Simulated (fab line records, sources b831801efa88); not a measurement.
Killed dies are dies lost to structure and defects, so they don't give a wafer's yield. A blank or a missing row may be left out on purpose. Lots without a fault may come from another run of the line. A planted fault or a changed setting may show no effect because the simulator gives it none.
Tool commonality check | flow gf180mcu | 14 lots, 42 wafers sampled

WHY IT WAS OPENED
At GF_DNWELL_TW_MEAS_09 the reading DNWELL_TW is flagged on 2 of 14 lots. Wafers without a fault read 1353, standard deviation 14.
Rule: a lot is flagged when every wafer of it that has a number lies more than 4 standard deviations from that mean, or none has a number. The other lots count as sound.

lot  | measured    | on            | DNWELL_TW, wafer by wafer | flag
L395 | day 2 19:19 | film_metro-02 | 1346 1354 1345            |
L399 | day 3 16:43 | film_metro-01 | 1341 1344 1342            |
L401 | day 4 02:56 | film_metro-02 | 1343 1326 1343            |
L402 | day 4 08:41 | film_metro-01 | 1343 1350 1354            |
L404 | day 4 19:25 | film_metro-02 | 1334 1335 1335            |
L406 | day 5 06:23 | film_metro-04 | 31 31 31                  | FLAGGED
L407 | day 5 11:06 | film_metro-01 | 31 31 31                  | FLAGGED
L408 | day 5 17:33 | film_metro-04 | 1367 1359 1363            |
L411 | day 6 07:16 | film_metro-01 | 1347 1350 1348            |
L412 | day 6 13:01 | film_metro-02 | 1341 1336 1340            |
L413 | day 6 18:52 | film_metro-04 | 1360 1371 1362            |
L414 | day 7 00:04 | film_metro-04 | 1370 1377 1373            |
L417 | day 7 15:43 | film_metro-02 | 1346 1350 1347            |
L418 | day 7 22:50 | film_metro-01 | 1329 1338 1335            |
The numbers of the flagged lots are 31 on average: -1322 against the usual, or -94 standard deviations.

WHICH TOOL RAN EACH LOT
The record holds 1 process step before the reading, out of a route of 602 steps. In each cell: the tool, then ch and the chambers that the sampled wafers went through, then the start.
lot  | flag    | GF_DNWELL_EXPOSE_04
L395 |         | iline_stepper-02 ch 0, day 2 12:52
L399 |         | iline_stepper-01 ch 0, day 3 10:25
L401 |         | iline_stepper-02 ch 0, day 3 20:31
L402 |         | iline_stepper-01 ch 0, day 4 02:09
L404 |         | iline_stepper-02 ch 0, day 4 12:36
L406 | FLAGGED | iline_stepper-01, day 4 22:29
L407 | FLAGGED | iline_stepper-01, day 5 04:04
L408 |         | iline_stepper-01 ch 0, day 5 10:11
L411 |         | iline_stepper-02 ch 0, day 5 23:43
L412 |         | iline_stepper-01 ch 0, day 6 05:28
L413 |         | iline_stepper-01 ch 0, day 6 11:25
L414 |         | iline_stepper-02 ch 0, day 6 16:34
L417 |         | iline_stepper-01 ch 0, day 7 08:07
L418 |         | iline_stepper-01 ch 0, day 7 14:50
What these steps do:
- GF_DNWELL_EXPOSE_04: exposes mask DNWELL, target cd 1700 nm.
- GF_DNWELL_TW_MEAS_09

FLAGGED OVER TOTAL, TOOL BY TOOL (the gauges that took the reading come last)
step                 | tool             | lots run | flagged | share of the flagged lots | sound lots run after its first flagged lot
GF_DNWELL_EXPOSE_04  | iline_stepper-01 | 9        | 2       | all                       | 5 (L408,L412,L413,L417,L418)
GF_DNWELL_EXPOSE_04  | iline_stepper-02 | 5        | 0       | none                      | -
GF_DNWELL_TW_MEAS_09 | film_metro-01    | 5        | 1       | some                      | 2 (L411,L418)
GF_DNWELL_TW_MEAS_09 | film_metro-02    | 5        | 0       | none                      | -
GF_DNWELL_TW_MEAS_09 | film_metro-04    | 4        | 1       | some                      | 3 (L408,L413,L414)

WHAT THE TABLE ALLOWS
1 row of the table ran every flagged lot: iline_stepper-01 at GF_DNWELL_EXPOSE_04.
- iline_stepper-01 at GF_DNWELL_EXPOSE_04: 2 of its 9 lots flagged. Sound lots ran on it after the first flagged one (L408, L412, L413, L417, L418), which a lasting fault on the whole tool wouldn't allow. On the flagged lots its readings are blank where sound lots have values: exposure_dose_mJ_cm2, focus_offset_nm, reticle_temp_C.
No row of the table ran every flagged lot and no sound lot after the first.

WHAT THE SIMULATOR HAD PUT IN
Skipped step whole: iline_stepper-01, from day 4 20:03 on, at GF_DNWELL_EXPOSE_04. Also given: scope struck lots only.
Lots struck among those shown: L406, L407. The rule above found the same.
